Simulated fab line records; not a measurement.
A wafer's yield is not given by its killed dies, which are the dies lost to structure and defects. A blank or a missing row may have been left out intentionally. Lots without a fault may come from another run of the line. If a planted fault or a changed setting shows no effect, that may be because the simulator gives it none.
The tool behind it: which one?	flow sky130	39 wafers from 13 lots sampled at 4 of the route's 708 steps

== WHAT THE GAUGES SHOWED, per wafer ==
SKY_VIA3_RS_MEAS_22: uses a four-point probe to measure.
lot	measured	on	VIA3_W_RS (ohm/sq)
L204	day 39 10:18	film-metro-02	0.2919 0.2877 0.2935
L205	day 39 15:56	film-metro-01	0.2980 0.2979 0.2981
L206	day 40 07:46	film-metro-04	0.2956 0.2965 0.3013
L207	day 40 13:54	film-metro-01	0.2954 0.2932 0.2900
L208	day 40 21:41	film-metro-04	0.2945 0.2920 0.2941
L210	day 41 15:49	film-metro-04	0.2931 0.2904 0.2953
L215	day 42 22:01	film-metro-04	0.2935 0.2918 0.2913
L219	day 43 21:49	film-metro-04	0.2940 0.2946 0.2943
L220	day 44 07:25	film-metro-02	0.2937 0.2970 0.2911
L222	day 44 17:23	film-metro-02	0.2956 0.2983 0.2935
L223	day 44 23:19	film-metro-01	0.2912 0.2929 0.2951
L225	day 45 11:17	film-metro-02	0.2969 0.2946 0.2973
L227	day 45 19:32	film-metro-01	0.2992 0.2947 0.2981

SKY_METAL4_CD_MEAS_13: the cd target is 300 nm.
lot	measured	on	cd-nm (nm)
L204	day 41 12:13	cd-sem-01	300.3 300.9 302.2
L205	day 41 18:03	cd-sem-02	300.1 300.9 301.2
L206	day 42 09:50	cd-sem-01	299.1 299.5 299.9
L207	day 42 15:48	cd-sem-01	300.0 300.5 300.7
L208	day 42 23:14	cd-sem-01	302.2 301.8 300.6
L210	day 43 16:57	cd-sem-01	300.2 299.7 299.2
L215	day 44 20:27	cd-sem-01	300.1 300.5 301.2
L219	day 45 18:46	cd-sem-01	300.4 300.3 301.8
L220	day 46 03:27	cd-sem-01	297.5 298.4 297.9
L222	day 46 12:37	cd-sem-02	298.0 299.0 299.3
L223	day 46 17:44	cd-sem-01	300.5 302.1 301.6
L225	day 47 06:00	cd-sem-02	301.4 303.2 300.6
L227	day 47 14:07	cd-sem-02	300.8 301.0 299.8

== EACH LOT AND THE TOOL THAT RAN IT (in order: tool; ch and the chambers of the sampled wafers; start) ==
lot	SKY_LI_CONTACT_STRIP_16	SKY_CAP2M_CVD_00
L204	plasma-asher-03 ch 1, day 28 22:53	pecvd-03 ch 0,1, day 39 10:56
L205	plasma-asher-03 ch 0,1, day 29 05:38	pecvd-04 ch 0,2, day 39 16:34
L206	plasma-asher-03 ch 0,1, day 29 22:38	pecvd-03 ch 1,2, day 40 08:23
L207	plasma-asher-03 ch 0,1, day 30 05:02	pecvd-04 ch 0,1,2, day 40 14:32
L208	plasma-asher-03 ch 0,1, day 30 14:14	pecvd-04 ch 0,2, day 40 22:17
L210	plasma-asher-04 ch 0,1, day 31 11:22	pecvd-04 ch 1,2, day 41 16:37
L215	plasma-asher-03 ch 0,1, day 32 21:22	pecvd-02 ch 0,2, day 42 22:40
L219	plasma-asher-04 ch 0,1, day 33 22:44	pecvd-02 ch 0,1,2, day 43 22:27
L220	plasma-asher-04 ch 0,1, day 34 09:17	pecvd-04 ch 0,2, day 44 08:03
L222	plasma-asher-03 ch 0,1, day 34 23:00	pecvd-03 ch 1,2, day 44 18:01
L223	plasma-asher-03 ch 0, day 35 05:20	pecvd-04 ch 0,2, day 44 23:56
L225	plasma-asher-01 ch 0,1, day 35 19:12	pecvd-04 ch 0, day 45 11:55
L227	plasma-asher-01 ch 0,1, day 36 05:53	pecvd-03 ch 0,1,2, day 45 20:19
- SKY_LI_CONTACT_STRIP_16: strips in O2/N2.
- SKY_CAP2M_CVD_00: deposits SiO2, target thk 15.5 nm.

== WHAT THE TOOLS THEMSELVES READ (means of the sampled wafers that have a number; where no wafer has one, the mark that the record gives instead) ==
SKY_LI_CONTACT_STRIP_16.
lot	tool	drypump-motor-current-A (A)	oes-product-au (a.u.)	strip-time-to-endpoint-s (s)
L204	plasma-asher-03	4.6	0.381	3.524
L205	plasma-asher-03	5.4	0.377	3.469
L206	plasma-asher-03	5.4	0.377	3.490
L207	plasma-asher-03	5.4	0.371	3.494
L208	plasma-asher-03	5.0	0.374	3.474
L210	plasma-asher-04	5.8	0.380	3.481
L215	plasma-asher-03	5.0	0.380	3.510
L219	plasma-asher-04	5.7	0.377	3.484
L220	plasma-asher-04	6.0	0.375	3.475
L222	plasma-asher-03	5.0	0.376	3.478
L223	plasma-asher-03	5.7	0.375	3.504
L225	plasma-asher-01	5.3	0.378	3.497
L227	plasma-asher-01	5.3	0.379	3.453

SKY_CAP2M_CVD_00.
lot	tool	heater-power-w (W)
L204	pecvd-03	803
L205	pecvd-04	704
L206	pecvd-03	731
L207	pecvd-04	756
L208	pecvd-04	699
L210	pecvd-04	806
L215	pecvd-02	690
L219	pecvd-02	747
L220	pecvd-04	783
L222	pecvd-03	700
L223	pecvd-04	735
L225	pecvd-04	623
L227	pecvd-03	694

== THE ANSWER, worked out from the rows above alone ==
Rule: what is usual is taken from the lots themselves. The widest of any qualifying gaps counts: lots, ordered by their means at a reading, are off when they make up no more than a third of the lots, leave a main group of 4 or more, and stand apart from it by 3 or more times the standard deviation of that group's means. If all means in a main group match to the digits the tables above print for the reading, that group is not used. Also off: a lot with no number at a reading for which 4 or more lots have one. Any other lot the step has rows for is counted as sound. First the gauges in route order, then the tools' own readings, where a lot's mean is used as printed above. The first step at which some lot is off is used, and at that step the reading that is off furthest; a lot without a number counts as furthest.
No lot is off on any of the readings shown, so nothing can be concluded from this.

== WHAT THE SIMULATOR HAD PUT IN ==
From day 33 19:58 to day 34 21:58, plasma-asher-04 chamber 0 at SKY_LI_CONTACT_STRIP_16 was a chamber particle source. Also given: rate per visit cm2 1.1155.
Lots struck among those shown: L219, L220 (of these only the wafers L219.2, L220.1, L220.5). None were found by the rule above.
